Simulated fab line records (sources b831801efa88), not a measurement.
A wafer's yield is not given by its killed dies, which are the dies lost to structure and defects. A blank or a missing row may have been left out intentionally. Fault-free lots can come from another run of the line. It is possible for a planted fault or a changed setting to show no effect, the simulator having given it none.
fab line records	flow sky130
[record] lots = 11	wafers = 33	last_day = 50
route steps=708 shown METAL1@435 VIA1@458 PAD_OPEN@708
lots that met no fault: taken from a fault-free run of the same line
start_h: hours from the record's first day to the start of the lot's first wafer shown	wait_h: how many hours have passed since the lot's step before this one	" identical to the entry in the row above	L1.1+2: one row covering several wafers at once	- either no value or no given start	* or withheld: withheld	< > ~ a bound
route shown NAME@n: NAME is a module with steps in the file, n the number in the route of the first one	usual: mean/standard deviation taken from wafers without a fault	same: alike in all rows	chamber/n: place in a boat	sites: per-site readings	_std_site: their standard deviation	_edge_site: mean of outer sites minus mean of inner sites	radius_mm: how far each site lies from the wafer's centre	mask NAME#n: copy n	behind: the last tool/chamber to shape the wafer	hold: cause of the lot's hold/its duration in hours/its outcome	device: the transistor (n, p or np) that didn't switch	end of line: the tests these same wafers got at the end of their route	step lacking rows: just its recipe	killed: the dies lost at the first sort to structure and to defects; this is not the yield of the wafer	map: shows each die of a wafer: x if killed, . if not, _ if none is there
set.NAME: the run value of the setting; set.NAME@STEP: its run value at that earlier step	model.NAME: the simulator's own value behind a step, which no gauge read
a sample of lots followed through the steps of the route, with each step as a table and each wafer as a row
services: a tool's chamber out of use, with start hour (start_h, from the record's first day; less than 0 if before it), hours out, and reason
[[steps]]
[step SKY_METAL1_SPUTTER_01]
[recipe] material = TiN	target_thk_nm = 20	power_w = 6500	time_s = 16.7	chamber_pressure_pa = 0.4
[usual] throttle_valve_pct = 29.7/0.9
lot.wafer	tool	chamber	start_h	wait_h	throttle_valve_pct
L180.2	pvd_sputter-02	-	748.72	0.0	29.4
L180.4	"	-	"	"	29.3
L180.5	"	-	"	"	29.4
L179.2	pvd_sputter-02	-	750.34	0.0	29.4
L179.5	"	-	"	"	29.7
L179.6	"	-	"	"	29.3
L182.2	pvd_sputter-02	-	770.74	0.0	29.2
L182.4	"	-	"	"	28.9
L182.6	"	-	"	"	29.6
L188.2	pvd_sputter-04	-	833.44	0.0	31.2
L188.5	"	-	"	"	31.0
L188.6	"	-	"	"	30.9
L189.1	pvd_sputter-04	-	836.00	0.0	29.9
L189.2	"	-	"	"	31.1
L189.6	"	-	"	"	30.1
L192.1	pvd_sputter-04	-	855.69	0.0	28.3
L192.5	"	-	"	"	28.1
L192.6	"	-	"	"	31.2
L194.1	pvd_sputter-02	-	880.78	0.0	29.6
L194.4	"	-	"	"	29.7
L194.6	"	-	"	"	29.4
L196.3	pvd_sputter-01	-	892.11	0.0	30.1
L196.4	"	-	"	"	29.1
L196.5	"	-	"	"	29.6
L199.3	pvd_sputter-04	-	898.40	0.0	28.5
L199.4	"	-	"	"	31.1
L199.5	"	-	"	"	31.1
L200.2	pvd_sputter-02	-	908.38	0.0	29.6
L200.3	"	-	"	"	29.1
L200.4	"	-	"	"	28.9
L201.1	pvd_sputter-01	-	909.79	0.0	30.0
L201.3	"	-	"	"	29.9
L201.5	"	-	"	"	30.2
[step SKY_METAL1_CD_MEAS_15]
[recipe] target_cd_nm = 140
[usual] cd_nm = 139.9/1.7
lot.wafer	tool	chamber	start_h	wait_h	cd_nm
L180.2	cd_sem-01	-	775.46	-	138.3
L180.4	"	-	"	"	138.9
L180.5	"	-	"	"	138.5
L179.2	cd_sem-01	-	777.35	-	139.6
L179.5	"	-	"	"	138.9
L179.6	"	-	"	"	140.3
L182.2	cd_sem-01	-	797.51	-	141.2
L182.4	"	-	"	"	140.3
L182.6	"	-	"	"	140.0
L188.2	cd_sem-01	-	858.90	-	142.5
L188.5	"	-	"	"	142.1
L188.6	"	-	"	"	142.6
L189.1	cd_sem-02	-	862.06	-	141.1
L189.2	"	-	"	"	138.5
L189.6	"	-	"	"	139.0
L192.1	cd_sem-02	-	881.81	-	137.1
L192.5	"	-	"	"	138.6
L192.6	"	-	"	"	136.8
L194.1	cd_sem-01	-	905.94	-	140.3
L194.4	"	-	"	"	138.7
L194.6	"	-	"	"	138.6
L196.3	cd_sem-02	-	917.83	-	137.3
L196.4	"	-	"	"	138.6
L196.5	"	-	"	"	137.2
L199.3	cd_sem-02	-	924.22	-	141.3
L199.4	"	-	"	"	141.0
L199.5	"	-	"	"	142.9
L200.2	cd_sem-01	-	933.20	-	140.9
L200.3	"	-	"	"	140.0
L200.4	"	-	"	"	140.1
L201.1	cd_sem-01	-	934.66	-	140.9
L201.3	"	-	"	"	140.3
L201.5	"	-	"	"	141.4
[step SKY_VIA1_HDPCVD_00]
[recipe] material = SiO2	target_thk_nm = 1030	sigma_open_frac = 0.3	time_s = 171.7	temp_c = 400	sih4_flow_sccm = 60	pressure_mtorr = 6
[usual] pressure_mtorr = 6.000/0.011	run_length_s = 199.6/0.63	sih4_flow_sccm = 59.96/0.19
lot.wafer	tool	chamber	start_h	wait_h	pressure_mtorr	run_length_s	sih4_flow_sccm
L180.2	hdpcvd-02	1	776.38	0.0	5.982	199.5	59.54
L180.4	"	2	"	"	5.989	200.5	59.95
L180.5	"	1	"	"	5.984	199.9	59.78
L179.2	hdpcvd-01	2	778.27	0.0	5.999	199.0	59.60
L179.5	"	1	"	"	6.015	200.1	60.14
L179.6	"	2	"	"	5.999	198.9	59.62
L182.2	hdpcvd-02	0	798.43	0.0	6.001	199.4	60.11
L182.4	"	1	"	"	6.006	199.5	59.89
L182.6	"	2	"	"	6.009	200.0	60.09
L188.2	hdpcvd-01	2	859.84	0.0	-	-	-
L188.5	"	1	"	"	-	-	-
L188.6	"	2	"	"	-	-	-
L189.1	hdpcvd-01	2	862.99	0.0	-	-	-
L189.2	"	1	"	"	-	-	-
L189.6	"	1	"	"	-	-	-
L192.1	hdpcvd-01	0	883.17	0.0	5.979	199.1	60.32
L192.5	"	1	"	"	6.018	200.5	60.16
L192.6	"	2	"	"	5.999	198.9	59.71
L194.1	hdpcvd-01	2	906.88	0.0	6.013	198.7	59.79
L194.4	"	1	"	"	6.000	200.3	60.03
L194.6	"	2	"	"	6.010	198.7	59.98
L196.3	hdpcvd-01	0	919.04	0.0	5.997	198.8	59.97
L196.4	"	2	"	"	5.998	198.9	60.17
L196.5	"	0	"	"	5.994	198.7	60.15
L199.3	hdpcvd-02	1	925.30	0.0	5.999	199.5	60.11
L199.4	"	2	"	"	6.024	199.9	59.86
L199.5	"	1	"	"	6.003	200.0	59.82
L200.2	hdpcvd-01	1	934.30	0.0	5.997	201.1	59.86
L200.3	"	0	"	"	5.985	199.5	59.83
L200.4	"	0	"	"	6.001	199.0	60.03
L201.1	hdpcvd-01	0	935.81	0.0	6.011	198.9	59.77
L201.3	"	2	"	"	5.989	198.6	60.11
L201.5	"	2	"	"	6.000	199.0	60.11
[step SKY_VIA1_BOW_MEAS_03]
[recipe] mode = bow
[usual] VIA1_BOW = 81/7.2
lot.wafer	tool	chamber	start_h	wait_h	VIA1_BOW[um]
L180.2	film_metro-02	-	776.87	0.2	85
L180.4	"	-	"	"	87
L180.5	"	-	"	"	80
L179.2	film_metro-01	-	778.81	0.2	82
L179.5	"	-	"	"	84
L179.6	"	-	"	"	94
L182.2	film_metro-01	-	798.92	0.2	78
L182.4	"	-	"	"	72
L182.6	"	-	"	"	78
L188.2	film_metro-02	-	860.33	0.2	66
L188.5	"	-	"	"	79
L188.6	"	-	"	"	73
L189.1	film_metro-01	-	863.51	0.2	67
L189.2	"	-	"	"	70
L189.6	"	-	"	"	80
L192.1	film_metro-04	-	883.65	0.1	82
L192.5	"	-	"	"	77
L192.6	"	-	"	"	76
L194.1	film_metro-02	-	907.35	0.2	76
L194.4	"	-	"	"	85
L194.6	"	-	"	"	65
L196.3	film_metro-02	-	919.55	0.2	76
L196.4	"	-	"	"	71
L196.5	"	-	"	"	77
L199.3	film_metro-01	-	925.81	0.3	82
L199.4	"	-	"	"	77
L199.5	"	-	"	"	62
L200.2	film_metro-02	-	934.79	0.2	70
L200.3	"	-	"	"	76
L200.4	"	-	"	"	73
L201.1	film_metro-02	-	936.28	0.1	93
L201.3	"	-	"	"	85
L201.5	"	-	"	"	88
[step SKY_VIA1_ETCH_15]
[recipe] target = SiO2	chemistry = C4F8/O2/Ar	target_depth_nm = 351	stop_on = TiN	mask_material = KrF-thick	source_w = 1500	bias_w = 1238	pressure_mtorr = 40	c4f8_flow_sccm = withheld	O2_flow_sccm = 6	Ar_flow_sccm = 300	time_s = 54
[usual] oes_product_au = 0.983/0.0051
lot.wafer	tool	chamber	start_h	wait_h	oes_product_au	rf_hours_counter_h
L180.2	rie_diel-04	1	803.78	0.0	0.988	4
L180.4	"	3	"	"	0.984	9
L180.5	"	3	"	"	0.984	-
L179.2	rie_diel-01	3	805.38	0.0	0.979	6
L179.5	"	3	"	"	0.984	-
L179.6	"	1	"	"	0.991	-
L182.2	rie_diel-01	3	824.83	0.0	0.991	7
L182.4	"	0	"	"	0.985	25
L182.6	"	1	"	"	0.989	-
L188.2	rie_diel-03	3	886.41	0.0	0.373	7
L188.5	"	3	"	"	0.379	-
L188.6	"	2	"	"	0.371	-
L189.1	rie_diel-04	3	889.88	0.0	0.365	12
L189.2	"	1	"	"	0.382	6
L189.6	"	3	"	"	0.376	-
L192.1	rie_diel-03	1	909.98	0.0	0.982	12
L192.5	"	3	"	"	0.982	-
L192.6	"	0	"	"	0.978	-
L194.1	rie_diel-03	0	931.78	0.0	0.988	15
L194.4	"	3	"	"	0.985	8
L194.6	"	0	"	"	0.983	-
L196.3	rie_diel-04	0	943.63	0.0	0.991	6
L196.4	"	2	"	"	0.987	2
L196.5	"	2	"	"	0.986	-
L199.3	rie_diel-04	2	950.01	0.0	0.978	2
L199.4	"	3	"	"	0.983	15
L199.5	"	3	"	"	0.983	-
L200.2	rie_diel-04	3	958.78	0.0	0.978	15
L200.3	"	0	"	"	0.985	7
L200.4	"	1	"	"	0.990	9
L201.1	rie_diel-01	1	960.91	0.0	0.978	0
L201.3	"	0	"	"	0.979	2
L201.5	"	1	"	"	0.993	-
[step SKY_PAD_OPEN_PROBE_99]
[usual] defect_limited_yield = 82.4/1.7	killed_at_M0_to_M3 = 44/6.9	killed_at_M4_up = 3.3/1.7	killed_at_contacts = 24/4.7	killed_at_front_end = 15/4.5	killed_at_other = 0.2/0.49	killed_dies = 86/8.4	killed_on_rim = 17/4.2	killed_open = 47/6.5	killed_short = 39/6	sort_bin_3_pad_short = 0.9/0.4	sort_bin_5_function = 10.4/1.5	sort_bin_6_memory = 6.3/1	sort_n_pass = 406/8.4	sort_yield_pct = 82.4/1.7
[same] gross_dies = 492	killed_at_back_side = 0	sort_bin_4_leakage[%] = 0	sort_bin_8_speed[%] = 0
lot.wafer	tool	chamber	start_h	wait_h	defect_limited_yield[%]	killed_at_M0_to_M3	killed_at_M4_up	killed_at_contacts	killed_at_front_end	killed_at_other	killed_dies	killed_on_rim	killed_open	killed_short	sort_bin_3_pad_short[%]	sort_bin_5_function[%]	sort_bin_6_memory[%]	sort_n_pass	sort_yield_pct[%]
L179.2	prober-01	-	1084.48	0.1	84.8	44	1	24	6	0	75	13	39	36	1.0	8.9	5.3	417	84.8
L179.5	prober-01	-	1084.63	0.2	80.9	55	4	22	13	0	94	23	57	37	0.8	12.0	6.3	398	80.9
L179.6	prober-01	-	1084.68	0.2	82.5	53	5	20	7	1	86	21	56	30	0.6	9.3	7.5	406	82.5
L188.2	prober-02	-	1146.87	0.1	0	486	0	6	0	0	492	96	8	6	21.1	76.4	2.4	0	0
L188.5	prober-02	-	1147.02	0.2	0	482	1	8	1	0	492	96	9	12	24.8	71.3	3.9	0	0
L188.6	prober-02	-	1147.07	0.2	0	479	1	5	7	0	492	96	10	8	23.8	74.0	2.2	0	0
L189.1	prober-01	-	1147.46	0.1	0	484	1	5	2	0	492	96	10	12	20.3	77.2	2.4	0	0
L189.2	prober-01	-	1147.51	0.1	0	487	1	2	2	0	492	96	3	6	21.5	76.2	2.2	0	0
L189.6	prober-01	-	1147.71	0.2	0	484	1	4	3	0	492	96	8	7	25.0	72.0	3.0	0	0
L192.6	prober-01	-	1162.60	0.2	82.7	47	2	24	12	0	85	24	52	33	0.8	12.0	4.5	407	82.7
L194.1	prober-01	-	1179.41	0.1	81.1	42	1	33	17	0	93	19	55	38	1.2	11.8	5.9	399	81.1
L194.4	prober-01	-	1179.56	0.2	83.1	44	4	16	18	1	83	17	40	43	0	7.9	8.9	409	83.1
L194.6	prober-01	-	1179.66	0.2	82.3	40	3	21	21	2	87	17	48	39	0.8	11.0	5.9	405	82.3
L196.3	prober-01	-	1186.03	0.2	82.7	34	4	26	21	0	85	14	55	30	0.6	9.8	6.9	407	82.7
L196.4	prober-01	-	1186.08	0.2	80.9	40	3	26	25	0	94	17	47	47	1.4	12.6	5.1	398	80.9
L196.5	prober-01	-	1186.13	0.2	82.5	44	3	21	18	0	86	8	40	46	1.0	9.1	7.3	406	82.5
// killed by level:class
L179.2 VIA1:geometric_particle:open=9 VIA2:geometric_particle:open=8 CONTACT:geometric_particle:short=7 CONTACT:geometric_particle:open=7 VIA3:geometric_particle:open=7 METAL3:geometric_particle:short=6 LI_CONTACT:geometric_particle:open=4 LOCAL_INTERCONNECT:geometric_particle:short=4
L179.5 VIA1:geometric_particle:open=19 CONTACT:geometric_particle:open=10 VIA2:geometric_particle:open=8 LI_CONTACT:geometric_particle:open=7 METAL2:geometric_particle:short=6 VIA3:geometric_particle:open=5 FIELD_ISO:geometric_particle:open=4 POLY_GATE:geometric_particle:short=4
L179.6 VIA1:geometric_particle:open=15 VIA2:geometric_particle:open=9 CONTACT:geometric_particle:open=9 LI_CONTACT:geometric_particle:open=5 VIA3:geometric_particle:open=5 METAL1:geometric_particle:short=4 METAL2:geometric_particle:short=4 SPACER:geometric_particle:short=3
L188.2 VIA1:lost_pattern=474 VIA1:area_hdpcvd=4 VIA1:geometric_particle:open=2 LI_CONTACT:geometric_particle:short=2 LI_CONTACT:geometric_particle:open=2 CONTACT:geometric_particle:open=2 METAL3:geometric_particle:short=2 METAL2:geometric_particle:short=1
L188.5 VIA1:lost_pattern=470 CONTACT:geometric_particle:open=4 LOCAL_INTERCONNECT:geometric_particle:short=2 METAL1:geometric_particle:short=2 VIA1:geometric_particle:open=2 VIA3:geometric_particle:open=2 POLY_GATE:geometric_particle:short=1 VIA2:geometric_particle:open=1
L188.6 VIA1:lost_pattern=471 POLY_GATE:geometric_particle:short=3 VIA1:area_hdpcvd=3 FIELD_ISO:geometric_particle:open=2 LI_CONTACT:geometric_particle:open=2 VIA3:geometric_particle:open=2 FIELD_ISO:geometric_particle:short=1 POLY_GATE:geometric_particle:open=1
L189.1 VIA1:lost_pattern=470 METAL2:geometric_particle:short=3 VIA1:geometric_particle:open=2 LI_CONTACT:geometric_particle:short=2 LI_CONTACT:geometric_particle:open=2 METAL1:geometric_particle:open=2 METAL1:geometric_particle:short=2 METAL3:geometric_particle:short=2
L189.2 VIA1:lost_pattern=482 FIELD_ISO:geometric_particle:short=1 SONOS_ONO:geometric_particle:short=1 LI_CONTACT:geometric_particle:open=1 CONTACT:geometric_particle:short=1 METAL1:geometric_particle:open=1 VIA1:geometric_particle:short=1 VIA2:geometric_particle:short=1
L189.6 VIA1:lost_pattern=475 METAL1:geometric_particle:short=4 LI_CONTACT:geometric_particle:open=2 CONTACT:geometric_particle:open=2 VIA1:area_hdpcvd=2 SONOS_ONO:geometric_particle:short=1 SPACER:geometric_particle:short=1 SPACER:geometric_particle:open=1
L192.6 VIA1:geometric_particle:open=11 LI_CONTACT:geometric_particle:open=10 VIA2:geometric_particle:open=10 VIA1:geometric_particle:short=6 FIELD_ISO:geometric_particle:open=5 CONTACT:geometric_particle:open=4 VIA3:geometric_particle:open=4 POLY_GATE:geometric_particle:short=3
L194.1 CONTACT:geometric_particle:open=12 VIA3:geometric_particle:open=10 VIA1:geometric_particle:open=10 LI_CONTACT:geometric_particle:open=8 CONTACT:geometric_particle:short=7 METAL1:geometric_particle:short=7 FIELD_ISO:geometric_particle:open=6 VIA1:geometric_particle:short=5
L194.4 VIA1:geometric_particle:open=9 METAL1:geometric_particle:short=7 LI_CONTACT:geometric_particle:open=6 VIA3:geometric_particle:open=5 VIA2:geometric_particle:short=5 VIA2:geometric_particle:open=5 VIA1:geometric_particle:short=4 METAL2:geometric_particle:short=4
L194.6 CONTACT:geometric_particle:open=9 LI_CONTACT:geometric_particle:open=7 VIA1:geometric_particle:open=7 VIA2:geometric_particle:open=6 FIELD_ISO:geometric_particle:short=5 POLY_GATE:geometric_particle:open=5 FIELD_ISO:geometric_particle:open=4 METAL1:geometric_particle:short=4
L196.3 CONTACT:geometric_particle:open=13 VIA1:geometric_particle:open=11 LI_CONTACT:geometric_particle:open=7 VIA2:geometric_particle:open=7 FIELD_ISO:geometric_particle:short=5 VIA1:geometric_particle:short=5 FIELD_ISO:geometric_particle:open=4 VIA3:geometric_particle:open=4
L196.4 CONTACT:geometric_particle:open=8 VIA1:geometric_particle:open=8 POLY_GATE:geometric_particle:short=7 LI_CONTACT:geometric_particle:open=6 VIA1:geometric_particle:short=6 FIELD_ISO:geometric_particle:short=5 LOCAL_INTERCONNECT:geometric_particle:short=5 POLY_GATE:geometric_particle:open=5
L196.5 METAL1:geometric_particle:short=7 LI_CONTACT:geometric_particle:short=6 VIA1:geometric_particle:open=6 VIA3:geometric_particle:open=6 CONTACT:geometric_particle:short=5 FIELD_ISO:geometric_particle:open=4 CONTACT:geometric_particle:open=4 POLY_GATE:geometric_particle:short=4
[[services]]
tool	chamber	start_h	hours	kind
hdpcvd-02	-	732.16	1.4	repair
hdpcvd-02	-	747.24	14.6	pm
rie_diel-03	3	751.89	9.5	repair
hdpcvd-01	0	776.69	12.2	repair
rie_diel-04	-	783.03	0.3	repair
rie_diel-03	0	796.27	11.3	repair
rie_diel-03	2	805.27	36.2	repair
pvd_sputter-04	-	806.81	2.7	repair
rie_diel-01	-	834.08	14.6	pm
hdpcvd-01	0	844.33	7.4	repair
rie_diel-04	-	870.38	1.7	repair
rie_diel-04	2	886.15	7.7	repair
rie_diel-01	1	888.23	8.4	repair
rie_diel-03	2	891.52	23.6	repair
rie_diel-01	-	917.74	29.6	repair
rie_diel-04	0	918.81	9.9	repair
rie_diel-04	-	921.33	0.3	repair
hdpcvd-01	2	925.29	5.4	repair
rie_diel-04	3	935.64	4.5	repair
hdpcvd-02	-	935.79	0.4	repair
rie_diel-03	3	948.94	1.9	repair
hdpcvd-01	-	950.25	15.0	pm
hdpcvd-01	0	950.25	15.0	vent_cycle
hdpcvd-01	-	951.86	1.9	repair
[[key]]
[first_sign] step = SKY_VIA1_HDPCVD_00	reading = tool_record	direction = missing
[effect] step = SKY_VIA1_ETCH_15	reading = oes_product_au	direction = down	sigmas = 99+	usual = 0.983	struck = 0.374
[effect] step = SKY_PAD_OPEN_PROBE_99	reading = killed_at_M0_to_M3	direction = up	sigmas = 64	usual = 44	struck = 484
met_at SKY_VIA1_HDPCVD_00
struck_lots L188,L189
later_rows_left_out L188.2,L188.5,L188.6,L189.1,L189.2,L189.6
not_acting_at SKY_METAL1_SPUTTER_01,SKY_METAL1_CD_MEAS_15,SKY_VIA1_BOW_MEAS_03
onset_between 778.27 859.84
[fault] kind = skipped_step_whole	tool = hdpcvd-01	chamber = -	onset_h = 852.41	steps = SKY_VIA1_HDPCVD_00	scope = struck_lots_only
// later_rows_left_out: the simulator's readings of these wafers behind a module that went badly wrong aren't trusted and aren't shown, but for the sort
